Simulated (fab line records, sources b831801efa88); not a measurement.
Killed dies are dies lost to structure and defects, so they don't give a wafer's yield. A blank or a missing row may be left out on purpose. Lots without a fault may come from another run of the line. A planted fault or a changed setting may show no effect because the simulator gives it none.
Which tool did it? | flow sky130 | 12 lots, 36 wafers sampled, at 3 steps of a route of 708

WHAT THE GAUGES READ, wafer by wafer
SKY_CAPM_THK_MEAS_04: measures by xrf.
lot  | measured     | on            | CAPM_TIN_THK (nm)
L752 | day 38 22:53 | film_metro-03 | 204.8 206.5 203.4
L753 | day 39 00:59 | film_metro-01 | 202.9 206.3 206.7
L756 | day 39 13:20 | film_metro-04 | 203.8 204.6 203.0
L755 | day 39 17:01 | film_metro-01 | 206.3 206.0 206.4
L757 | day 39 17:05 | film_metro-04 | 202.5 205.0 203.9
L758 | day 39 18:04 | film_metro-04 | 207.8 206.5 208.1
L766 | day 42 07:03 | film_metro-03 | 205.4 204.1 206.1
L765 | day 42 07:31 | film_metro-04 | 204.1 207.6 208.6
L768 | day 42 13:33 | film_metro-01 | 204.2 207.4 206.4
L770 | day 42 21:36 | film_metro-04 | 205.6 205.0 206.5
L769 | day 43 02:07 | film_metro-04 | 208.2 206.6 207.0
L771 | day 43 06:49 | film_metro-01 | 205.0 206.3 204.7

SKY_VIA4_RS_MEAS_19: measures by four-point-probe.
lot  | measured     | on            | VIA4_W_RS (ohm/sq)
L752 | day 45 01:30 | film_metro-04 | 0.2265 0.2279 0.2252
L753 | day 45 03:39 | film_metro-04 | 0.2249 0.2253 0.2221
L756 | day 45 16:46 | film_metro-04 | 0.2266 0.2226 0.2259
L755 | day 45 20:02 | film_metro-03 | 0.2243 0.2251 0.2246
L757 | day 45 20:01 | film_metro-02 | 0.2249 0.2246 0.2232
L758 | day 45 21:11 | film_metro-02 | 0.2278 0.2251 0.2269
L766 | day 47 20:55 | film_metro-04 | 0.2275 0.2262 0.2258
L765 | day 47 22:23 | film_metro-03 | 0.2246 0.2232 0.2260
L768 | day 48 03:24 | film_metro-02 | 0.2273 0.2270 0.2262
L770 | day 48 13:29 | film_metro-03 | 0.2285 0.2259 0.2248
L769 | day 48 15:18 | film_metro-03 | 0.2258 0.2265 0.2242
L771 | day 48 19:25 | film_metro-02 | 0.2234 0.2245 0.2250

WHICH TOOL RAN EACH LOT (tool, then ch and the chambers of the sampled wafers, then the start)
lot  | SKY_METAL3_SPUTTER_00
L752 | pvd_sputter-02, day 38 22:25
L753 | pvd_sputter-01, day 39 00:31
L756 | pvd_sputter-01, day 39 12:52
L755 | pvd_sputter-04, day 39 16:33
L757 | pvd_sputter-01, day 39 16:38
L758 | pvd_sputter-01, day 39 17:36
L766 | pvd_sputter-04, day 42 06:32
L765 | pvd_sputter-02, day 42 07:03
L768 | pvd_sputter-04, day 42 13:05
L770 | pvd_sputter-01, day 42 21:07
L769 | pvd_sputter-04, day 43 01:38
L771 | pvd_sputter-01, day 43 06:20
- SKY_METAL3_SPUTTER_00: material Ti, target thk 15 nm, time 10 s.

WHAT THE TOOLS THEMSELVES READ (means of the sampled wafers that have a number; where no wafer has one, the mark that the record gives instead)
SKY_METAL3_SPUTTER_00.
lot  | tool           | throttle_valve_pct (%)
L752 | pvd_sputter-02 | 29.7
L753 | pvd_sputter-01 | 30.1
L756 | pvd_sputter-01 | 29.4
L755 | pvd_sputter-04 | 30.4
L757 | pvd_sputter-01 | 29.2
L758 | pvd_sputter-01 | 29.1
L766 | pvd_sputter-04 | 30.0
L765 | pvd_sputter-02 | 29.1
L768 | pvd_sputter-04 | 30.0
L770 | pvd_sputter-01 | 30.2
L769 | pvd_sputter-04 | 30.1
L771 | pvd_sputter-01 | 30.7

THE ANSWER, worked out from the rows above alone
Rule: what is usual is taken from the lots themselves. Put in order of their means at a reading, lots are off if they are a third of the lots or fewer, leave a main group of 4 or more, and stand apart from it by a gap of 3 or more times the standard deviation of the main group's means; of several such gaps the widest counts. A main group whose means are all the same, to the digits that the tables above print for the reading, isn't used. A lot without any number at a reading at which 4 lots or more have one is off too. The other lots that the step has rows for count as sound. The gauges are gone through in route order, then the tools' own readings, and for those a lot's mean is taken as printed above. The first step at which some lot is off is used, and at that step the reading that is off furthest; a lot without a number counts as furthest.
No lot is off at any reading shown: from this, nothing can be told.

WHAT THE SIMULATOR HAD PUT IN
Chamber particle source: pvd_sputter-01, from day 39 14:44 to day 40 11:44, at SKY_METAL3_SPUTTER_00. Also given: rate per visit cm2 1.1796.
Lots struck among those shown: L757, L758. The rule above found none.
